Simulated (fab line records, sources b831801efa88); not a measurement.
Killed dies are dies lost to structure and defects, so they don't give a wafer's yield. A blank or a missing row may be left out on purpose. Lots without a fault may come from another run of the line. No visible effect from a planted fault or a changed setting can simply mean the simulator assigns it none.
Struck lot and sound lot, side by side -- flow sky130 -- 34 steps out of a route of 708
Sound: wafers L959.1, L959.5, L959.6. Struck: wafers L969.3, L969.6. (L969.4 of the same lot was not struck and is left out.) The cause comes at the end.
Per side, at each step with rows, come the tool, then ch with its chambers, and then its first start. Under that, the readings that differ: sound wafers -- struck wafers -- difference of the means -- sigmas: that difference in standard deviations of wafers without a fault.
alike: same words and numbers on both sides, and readings whose means sit less than 2 such deviations apart. not compared: any withheld reading, any reading some wafer has no value for, any bound like >300 that may hide the same value, and any number with overlapping values for which the record gives no deviation.
The two part at a step that has a row with sigmas, a row that says differs or no value, or rows on one side only. When numbers do not overlap yet have no deviation, they are printed without sigmas and do not part them. A reading missing from all wafers of one side parts the sides only when that side holds two or more wafers.

first, 9 steps without rows for these wafers: SKY_VIA2_CMP_02 (polishes SiO2); SKY_VIA2_DEHYDRATE_04 (time 60 s); SKY_VIA2_HMDS_05 (prime time 60 s); SKY_VIA2_COAT_06 (resist thk 60 nm); SKY_VIA2_COAT_07 (resist thk 450 nm); SKY_VIA2_SOFTBAKE_08 (time 90 s); SKY_VIA2_EXPOSE_09 (exposes mask VIM2, target cd 200 nm); SKY_VIA2_PEB_10; SKY_VIA2_DEVELOP_11 (develop time 60 s).
SKY_VIA2_ETCH_14: etches BARC in N2/H2, stops on SiO2, time 45.9 s, target depth 60 nm.
  sound on rieDiel-03 ch 0,1,2, day 38 17:46; struck on rieDiel-02 ch 1, day 41 00:43
  alike: biasW, drypumpMotorCurrentA, oesProductAu, throttleValvePct
  not compared: rfHoursCounterH
then, 23 steps without rows for these wafers: SKY_VIA2_ETCH_15 (etches SiO2 in C4F8/O2/Ar, stops on TiN, target depth 546 nm, time 84 s); SKY_VIA2_STRIP_16 (strips in O2/N2); SKY_VIA2_STRIP_17 (strips in post etch residue remover, time 1200 s); SKY_VIA2_CLEAN_18 (cleans in IPA, time 180 s); SKY_VIA2_CLEAN_19 (cleans in O3/DIW); SKY_VIA2_SPUTTER_20 (material TiN, target thk 20 nm, time 80 s); SKY_VIA2_CVD_21 (deposits W, target thk 420 nm, time 126.4 s); SKY_VIA2_CMP_24 (polishes, stops on SiO2, t overpolish 20 s, target thk 0 nm); SKY_METAL3_SPUTTER_00 (material Ti, target thk 15 nm, time 10 s); SKY_METAL3_SPUTTER_01 (material TiN, target thk 20 nm, time 16.7 s); SKY_METAL3_SPUTTER_02 (material AlCu, target thk 735 nm, time 39.1 s); SKY_METAL3_SPUTTER_03 (material Ti, target thk 5 nm, time 3.3 s); SKY_METAL3_SPUTTER_04 (material TiN, target thk 70 nm, time 58.3 s); SKY_CAPM_CVD_00 (deposits SiO2, target thk 15.5 nm); SKY_CAPM_SPUTTER_02 (material TiN, target thk 200 nm, time 166.7 s); SKY_CAPM_DEHYDRATE_05 (time 60 s); SKY_CAPM_HMDS_06 (prime time 60 s); SKY_CAPM_COAT_07 (resist thk 1140 nm); SKY_CAPM_SOFTBAKE_08 (time 60 s); SKY_CAPM_EXPOSE_09 (exposes mask CAPM, target cd 1000 nm); SKY_CAPM_PEB_10; SKY_CAPM_DEVELOP_11 (develop time 60 s); SKY_CAPM_METAL_ETCH_13 (etches TiN in Cl2/BCl3, stops on SiO2, target depth 220 nm, time 62.9 s).
-- the record jumps here: 9 days lie between the struck wafers' starts before and after (it left off in module CAPM and takes up again in module PAD_OPEN, whose first step shown is number 708 of the route) --
SKY_PAD_OPEN_PROBE_99:
  sound on prober-02 at day 47 16:29; struck on prober-01 at day 49 13:36
reading,sound,struck,difference,sigmas
defectLimitedYield (%),83.7 80.5 82.9,69.5 72.0,-11.6,-6
killed_at_M0_to_M3,43 53 42,100 96,+52,+8
killedDies,80 96 84,150 138,+57,+6
sort_bin_3_pad_short (%),0.8 2.2 1.0,3.5 4.1,+2.5,+6
sort_bin_5_function (%),9.1 10.0 8.5,19.9 18.1,+9.8,+7
sortNPass,412 396 408,342 354,-57,-6
sortYieldPct (%),83.7 80.5 82.9,69.5 72.0,-11.6,-6
model.etest.tester.sortNPass,412 396 408,342 354,-57,
model.etest.tester.sortYieldPct (%),83.74 80.49 82.93,69.51 71.95,-11.66,
model.etest.tester.sort_bin_5_pct (%),9.146 9.959 8.537,19.92 18.09,+9.79,
model.etest.tester.sort_bin_3_pct (%),0.813 2.236 1.016,3.455 4.065,+2.405,
  alike: killed_at_M4_up, killedAtContacts, killedAtFrontEnd, killedAtOther, killedOpen, killedShort, sort_bin_6_memory

WHERE THEY PART
SKY_PAD_OPEN_PROBE_99 only, going by this record.

WHY: the cause the simulator had injected
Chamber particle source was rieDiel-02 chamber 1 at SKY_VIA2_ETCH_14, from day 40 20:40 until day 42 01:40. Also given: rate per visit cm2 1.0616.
